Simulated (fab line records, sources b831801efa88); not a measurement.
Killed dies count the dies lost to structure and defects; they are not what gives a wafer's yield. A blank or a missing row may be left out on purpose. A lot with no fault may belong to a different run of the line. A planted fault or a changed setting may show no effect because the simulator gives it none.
Comparing a struck lot with a sound one    flow gf180mcu    14 out of 602 route steps
Sound: these wafers, L347.1, L347.2, L347.3. Struck: wafers L338.1, L338.2, L338.5. The cause is given at the end.
Per side, at each step with rows, come the tool, then ch with its chambers, and then its first start. Under that, the readings that differ: sound wafers    struck wafers    difference of the means    sigmas: that difference in standard deviations of wafers without a fault.
alike: a reading whose means differ by less than 2 such deviations, as well as words and numbers matching on both sides. not compared: withheld readings; readings where some wafer has no value; bounds like >300 that might hide an equal value; numbers whose values overlap and for which the record gives no deviation.
The two part at a step that has a row with sigmas, a row that says differs or no value, or rows on one side only. Non-overlapping numbers with no deviation appear without sigmas and do not part them. A reading that every wafer of one side lacks parts them only if that side has two wafers or more.

GF_POLY_GATE_ETCH_13: etches poly-Si in HBr/Cl2, stops on SiO2, target depth 198.5 nm, time 69.6 s.
  sound on rie-si-01 ch 0,2,3, day 15 02:32; struck on rie-si-02 ch 1,2,3, day 12 11:59
  alike: HBr_flow_sccm, drypump-motor-current-A, oes-product-au, throttle-valve-pct
  not compared: rf-hours-counter-h
GF_POLY_GATE_STRIP_14: strips in O2/N2.
  sound on plasma-asher-02 ch 0,1, day 15 02:35; struck on plasma-asher-01 ch 0,1, day 12 12:03
  alike: drypump-motor-current-A, heater-power-w, oes-product-au
  not compared: rf-hours-counter-h
then, 2 steps without rows for these wafers: GF_POLY_GATE_CLEAN_15 (cleans in SC1/SC2, time 150 s); GF_POLY_GATE_OXIDATION_16 (stabilise 600 s, purge 300 s, target thk 4 nm).
GF_POLY_GATE_THK_MEAS_17:
  sound on film-metro-04, day 15 03:59; struck on film-metro-02, day 12 14:24
reading                       sound           struck          difference  sigmas
POLY_GATE_OXIDATION_THK (nm)  3.86 3.88 3.86  4.08 4.04 4.06  +0.19       +2
GF_POLY_GATE_CD_MEAS_18:
  sound on cd-sem-02, day 15 04:03; struck on cd-sem-02, day 12 14:28
  alike: cd-nm
then, 6 steps without rows for these wafers: GF_HV_LDD_DEHYDRATE_00 (time 60 s); GF_HV_LDD_HMDS_01 (prime time 60 s); GF_HV_LDD_COAT_02 (resist thk 1000 nm); GF_HV_LDD_SOFTBAKE_03 (time 60 s); GF_HV_LDD_EXPOSE_04 (exposes mask Nplus LV AREA, target cd 400 nm); GF_HV_LDD_PEB_05.
GF_HV_LDD_DEVELOP_06: develop time 60 s.
  sound on litho-track-01 ch 0, day 16 01:22; struck on litho-track-03, day 13 10:35
  no value came back on the struck wafers for chill-plate-temp-C (C), develop-time-s (s); on the sound wafers chill-plate-temp-C (C) reads 22.96 22.98 22.95
GF_HV_LDD_CD_MEAS_07: the cd target is 400 nm.
  sound on cd-sem-02, day 16 01:31; struck on cd-sem-01, day 13 10:44
reading     sound              struck  difference                     sigmas
cd-nm (nm)  395.1 396.2 395.4  - - -   no value on the struck wafers  

== WHERE THEY PART ==
Earliest at GF_POLY_GATE_THK_MEAS_17; latest, in this record, at GF_HV_LDD_CD_MEAS_07.

WHY: the cause the simulator had injected
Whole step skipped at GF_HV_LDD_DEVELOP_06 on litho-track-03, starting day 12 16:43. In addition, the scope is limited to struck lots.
